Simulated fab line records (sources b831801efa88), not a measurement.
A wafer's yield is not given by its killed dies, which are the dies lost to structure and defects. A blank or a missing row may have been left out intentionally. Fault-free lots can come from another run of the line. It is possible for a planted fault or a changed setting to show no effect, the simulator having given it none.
Which of the tools did it? / flow sky130 / 15 lots, 45 wafers sampled, at 2 steps of a route of 708

## WHAT EACH GAUGE READ, for each wafer
SKY_METAL3_CD_MEAS_13: the cd target is 300 nm.
lot=L408; measured=day 39 02:48; on=cdSem-02; cdNm (nm)=300.8 299.6 302.3
lot=L409; measured=day 39 13:56; on=cdSem-01; cdNm (nm)=297.7 299.2 297.1
lot=L410; measured=day 39 20:50; on=cdSem-02; cdNm (nm)=298.1 300.2 299.7
lot=L415; measured=day 41 09:32; on=cdSem-01; cdNm (nm)=298.7 299.4 299.7
lot=L417; measured=day 42 10:52; on=cdSem-01; cdNm (nm)=300.4 302.7 300.4
lot=L419; measured=day 42 21:49; on=cdSem-01; cdNm (nm)=300.0 300.0 301.0
lot=L420; measured=day 43 01:43; on=cdSem-01; cdNm (nm)=301.0 299.4 299.3
lot=L421; measured=day 43 06:05; on=cdSem-01; cdNm (nm)=301.3 301.0 302.0
lot=L422; measured=day 43 10:58; on=cdSem-01; cdNm (nm)=300.3 299.5 299.5
lot=L423; measured=day 43 13:43; on=cdSem-02; cdNm (nm)=298.5 298.5 298.8
lot=L424; measured=day 43 23:28; on=cdSem-01; cdNm (nm)=297.2 298.7 298.3
lot=L425; measured=day 44 08:07; on=cdSem-02; cdNm (nm)=299.3 301.9 300.2
lot=L426; measured=day 44 11:38; on=cdSem-01; cdNm (nm)=297.9 298.8 299.7
lot=L429; measured=day 45 12:40; on=cdSem-01; cdNm (nm)=298.1 296.9 296.6
lot=L428; measured=day 45 13:40; on=cdSem-02; cdNm (nm)=298.7 298.4 297.5

## WHICH TOOL RAN EACH LOT (tool, then ch and the chambers of the sampled wafers, then the start)
lot=L408; SKY_METAL3_SPUTTER_03=pvdSputter-03, day 36 22:31
lot=L409; SKY_METAL3_SPUTTER_03=pvdSputter-03, day 37 09:31
lot=L410; SKY_METAL3_SPUTTER_03=pvdSputter-04, day 37 17:29
lot=L415; SKY_METAL3_SPUTTER_03=pvdSputter-03, day 39 07:38
lot=L417; SKY_METAL3_SPUTTER_03=pvdSputter-04, day 40 10:35
lot=L419; SKY_METAL3_SPUTTER_03=pvdSputter-04, day 40 21:07
lot=L420; SKY_METAL3_SPUTTER_03=pvdSputter-02, day 41 02:26
lot=L421; SKY_METAL3_SPUTTER_03=pvdSputter-02, day 41 06:16
lot=L422; SKY_METAL3_SPUTTER_03=pvdSputter-04, day 41 11:02
lot=L423; SKY_METAL3_SPUTTER_03=pvdSputter-02, day 41 14:38
lot=L424; SKY_METAL3_SPUTTER_03=pvdSputter-02, day 42 00:40
lot=L425; SKY_METAL3_SPUTTER_03=pvdSputter-04, day 42 09:01
lot=L426; SKY_METAL3_SPUTTER_03=pvdSputter-04, day 42 12:50
lot=L429; SKY_METAL3_SPUTTER_03=pvdSputter-02, day 43 16:31
lot=L428; SKY_METAL3_SPUTTER_03=pvdSputter-02, day 43 17:28
- SKY_METAL3_SPUTTER_03: material Ti, target thk 5 nm, time 3.3 s.

## AS READ BY THE TOOLS THEMSELVES (means over the sampled wafers that have a number; for cases with no such wafer, the mark the record gives instead)
SKY_METAL3_SPUTTER_03.
lot=L408; tool=pvdSputter-03; cathodeDcPowerW (W)=2999.4; chamberPressurePa (Pa)=0.4001; throttleValvePct (%)=29.3
lot=L409; tool=pvdSputter-03; cathodeDcPowerW (W)=2999.3; chamberPressurePa (Pa)=0.4002; throttleValvePct (%)=29.3
lot=L410; tool=pvdSputter-04; cathodeDcPowerW (W)=2999.4; chamberPressurePa (Pa)=0.3995; throttleValvePct (%)=29.4
lot=L415; tool=pvdSputter-03; cathodeDcPowerW (W)=2999.7; chamberPressurePa (Pa)=0.3999; throttleValvePct (%)=29.8
lot=L417; tool=pvdSputter-04; cathodeDcPowerW (W)=3000.1; chamberPressurePa (Pa)=0.3999; throttleValvePct (%)=30.6
lot=L419; tool=pvdSputter-04; cathodeDcPowerW (W)=2999.9; chamberPressurePa (Pa)=0.4002; throttleValvePct (%)=30.1
lot=L420; tool=pvdSputter-02; cathodeDcPowerW (W)=2999.9; chamberPressurePa (Pa)=0.3998; throttleValvePct (%)=28.2
lot=L421; tool=pvdSputter-02; cathodeDcPowerW (W)=3000.2; chamberPressurePa (Pa)=0.4001; throttleValvePct (%)=28.9
lot=L422; tool=pvdSputter-04; cathodeDcPowerW (W)=3000.1; chamberPressurePa (Pa)=0.3999; throttleValvePct (%)=29.6
lot=L423; tool=pvdSputter-02; cathodeDcPowerW (W)=3000.0; chamberPressurePa (Pa)=0.3990; throttleValvePct (%)=28.7
lot=L424; tool=pvdSputter-02; cathodeDcPowerW (W)=3000.3; chamberPressurePa (Pa)=0.3992; throttleValvePct (%)=28.2
lot=L425; tool=pvdSputter-04; cathodeDcPowerW (W)=3000.4; chamberPressurePa (Pa)=0.3998; throttleValvePct (%)=30.6
lot=L426; tool=pvdSputter-04; cathodeDcPowerW (W)=2999.9; chamberPressurePa (Pa)=0.4013; throttleValvePct (%)=30.4
lot=L429; tool=pvdSputter-02; cathodeDcPowerW (W)=3000.4; chamberPressurePa (Pa)=0.4008; throttleValvePct (%)=29.2
lot=L428; tool=pvdSputter-02; cathodeDcPowerW (W)=3000.0; chamberPressurePa (Pa)=0.3996; throttleValvePct (%)=28.8

## THE ANSWER, worked out from the rows above alone
Rule: what is usual is taken from the lots themselves. The widest of any qualifying gaps counts: lots, ordered by their means at a reading, are off when they make up no more than a third of the lots, leave a main group of 4 or more, and stand apart from it by 3 or more times the standard deviation of that group's means. Not used: any main group whose means are identical at the precision the tables above print for the reading. Also off: a lot with no number at a reading for which 4 or more lots have one. Where the step has rows for the other lots, those lots are counted as sound. After the gauges, taken in route order, come the tools' own readings; for these a lot's mean is taken, as printed above. At the first step where some lot is off, the reading lying furthest off is the one used; lots without a number count as furthest.
No lot is off at any reading shown: from this, nothing can be told.

## WHAT HAD BEEN PUT IN BY THE SIMULATOR
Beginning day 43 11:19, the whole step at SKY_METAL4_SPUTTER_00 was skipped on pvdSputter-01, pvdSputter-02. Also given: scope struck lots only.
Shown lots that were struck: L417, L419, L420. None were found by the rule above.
